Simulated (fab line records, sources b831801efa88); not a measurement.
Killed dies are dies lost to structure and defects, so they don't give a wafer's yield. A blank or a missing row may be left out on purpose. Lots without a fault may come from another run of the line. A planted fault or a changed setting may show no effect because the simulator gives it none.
Which tool did it? | flow gf180mcu | 13 lots, 38 wafers sampled, at 2 steps of a route of 602

WHAT THE GAUGES READ, wafer by wafer
GF_HV_LDD_THK_MEAS_57.
lot  | measured     | on            | HV_LDD_CVD_56_THK (nm)
L525 | day 12 14:03 | film_metro-04 | 88.0 89.4 88.3
L527 | day 12 22:29 | film_metro-04 | 90.2 90.5 91.0
L529 | day 13 15:16 | film_metro-03 | 90.3 89.4 89.3
L530 | day 14 03:33 | film_metro-01 | 87.4 88.2 87.4
L533 | day 15 10:07 | film_metro-03 | 90.8 91.3 91.0
L534 | day 15 14:13 | film_metro-01 | 89.9 89.4 88.8
L535 | day 15 21:06 | film_metro-04 | 90.5 90.3 90.3
L536 | day 16 05:17 | film_metro-01 | 89.5 88.5
L537 | day 16 16:47 | film_metro-04 | 88.8 88.8 88.0
L538 | day 16 21:10 | film_metro-01 | 90.5 90.1 89.8
L540 | day 17 16:40 | film_metro-04 | 87.8 88.2 88.7
L544 | day 18 23:40 | film_metro-03 | 128.4 128.7 127.8 128.5 128.6 127.6
L547 | day 20 12:04 | film_metro-03 | 91.6 90.6 91.2

WHICH TOOL RAN EACH LOT (tool, then ch and the chambers of the sampled wafers, then the start)
lot  | GF_HV_LDD_CVD_56
L525 | lpcvd-02 ch 0, day 12 12:37
L527 | lpcvd-01 ch 1, day 12 21:03
L529 | lpcvd-02 ch 1, day 13 13:50
L530 | lpcvd-01 ch 0, day 14 02:06
L533 | lpcvd-01 ch 0, day 15 07:57
L534 | lpcvd-02 ch 1, day 15 12:47
L535 | lpcvd-01 ch 1, day 15 19:39
L536 | lpcvd-01 ch 1, day 16 03:51
L537 | lpcvd-01 ch 0, day 16 15:21
L538 | lpcvd-02 ch 1, day 16 19:45
L540 | lpcvd-02 ch 1, day 17 15:14
L544 | lpcvd-01 ch 0, day 18 22:14
L547 | lpcvd-02 ch 0, day 20 09:55
- GF_HV_LDD_CVD_56: deposits Si3N4 from DCS/NH3, target thk 90 nm, time 1543 s.

WHAT THE TOOLS THEMSELVES READ (means of the sampled wafers that have a number; where no wafer has one, the mark that the record gives instead)
GF_HV_LDD_CVD_56.
lot  | tool     | spike_tc_bottom_C (C) | spike_tc_centre_C (C) | spike_tc_lower_C (C) | spike_tc_top_C (C) | spike_tc_upper_C (C) | zone_power_centre_pct (%)
L525 | lpcvd-02 | 790.9                 | 769.4                 | 770.4                | 787.0              | 768.5                | 14.5
L527 | lpcvd-01 | 789.0                 | 770.7                 | 773.0                | 785.9              | 769.5                | 14.9
L529 | lpcvd-02 | 790.9                 | 772.1                 | 767.9                | 787.4              | 770.5                | 14.1
L530 | lpcvd-01 | 790.4                 | 773.4                 | 769.6                | 782.8              | 769.3                | 13.7
L533 | lpcvd-01 | 790.2                 | 770.7                 | 770.6                | 783.1              | 769.5                | 13.6
L534 | lpcvd-02 | 791.3                 | 772.9                 | 768.3                | 786.9              | 767.6                | 14.1
L535 | lpcvd-01 | 789.7                 | 770.9                 | 772.4                | 785.5              | 771.2                | 14.8
L536 | lpcvd-01 | 789.6                 | 771.8                 | 772.5                | 786.8              | 770.7                | 14.9
L537 | lpcvd-01 | 791.8                 | 771.6                 | 770.7                | 783.3              | 769.6                | 13.7
L538 | lpcvd-02 | 791.0                 | 773.0                 | 768.0                | 787.8              | 769.8                | 14.1
L540 | lpcvd-02 | 791.8                 | 772.8                 | 768.5                | 786.8              | 768.6                | 14.1
L544 | lpcvd-01 | 808.8                 | 790.4                 | 789.2                | 799.4              | 787.6                | 14.3
L547 | lpcvd-02 | 791.4                 | 769.6                 | 770.3                | 786.3              | 768.5                | 14.9

THE ANSWER, worked out from the rows above alone
Rule: what is usual is taken from the lots themselves. Put in order of their means at a reading, lots are off if they are a third of the lots or fewer, leave a main group of 4 or more, and stand apart from it by a gap of 3 or more times the standard deviation of the main group's means; of several such gaps the widest counts. A main group whose means are all the same, to the digits that the tables above print for the reading, isn't used. A lot without any number at a reading at which 4 lots or more have one is off too. The other lots that the step has rows for count as sound. The gauges are gone through in route order, then the tools' own readings, and for those a lot's mean is taken as printed above. The first step at which some lot is off is used, and at that step the reading that is off furthest; a lot without a number counts as furthest.
Off: L544, at GF_HV_LDD_THK_MEAS_57 (HV_LDD_CVD_56_THK). The main group: mean 89.5 nm, standard deviation 1.1.
A tool fits if, at a process step before that reading, it ran every lot that is off, and no sound lot after the first of them. The gauges at GF_HV_LDD_THK_MEAS_57 aren't tried: what is off there is off at GF_HV_LDD_CVD_56 too, on other tools, and a gauge's error can't cause that. One fits: lpcvd-01 at GF_HV_LDD_CVD_56. Its last sound lot is L537 (day 16 15:21), its first lot that is off L544 (day 18 22:14): a fault that began between those two fits.
The tool's own readings at GF_HV_LDD_CVD_56 bear it out: on the lots that are off they differ by more than 5 times the standard deviation of the sound lots' means. spike_tc_bottom_C reads 808.8 C there against 790.7 C on the sound lots; spike_tc_centre_C reads 790.4 C there against 771.6 C on the sound lots; spike_tc_lower_C reads 789.2 C there against 770.2 C on the sound lots; spike_tc_top_C reads 799.4 C there against 785.8 C on the sound lots; spike_tc_upper_C reads 787.6 C there against 769.4 C on the sound lots.

WHAT THE SIMULATOR HAD PUT IN
Process parameter drift: lpcvd-01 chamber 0, from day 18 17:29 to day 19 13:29, at GF_HV_LDD_CVD_56. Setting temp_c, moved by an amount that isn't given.
Lots struck among those shown: L544. The rule above found the same.
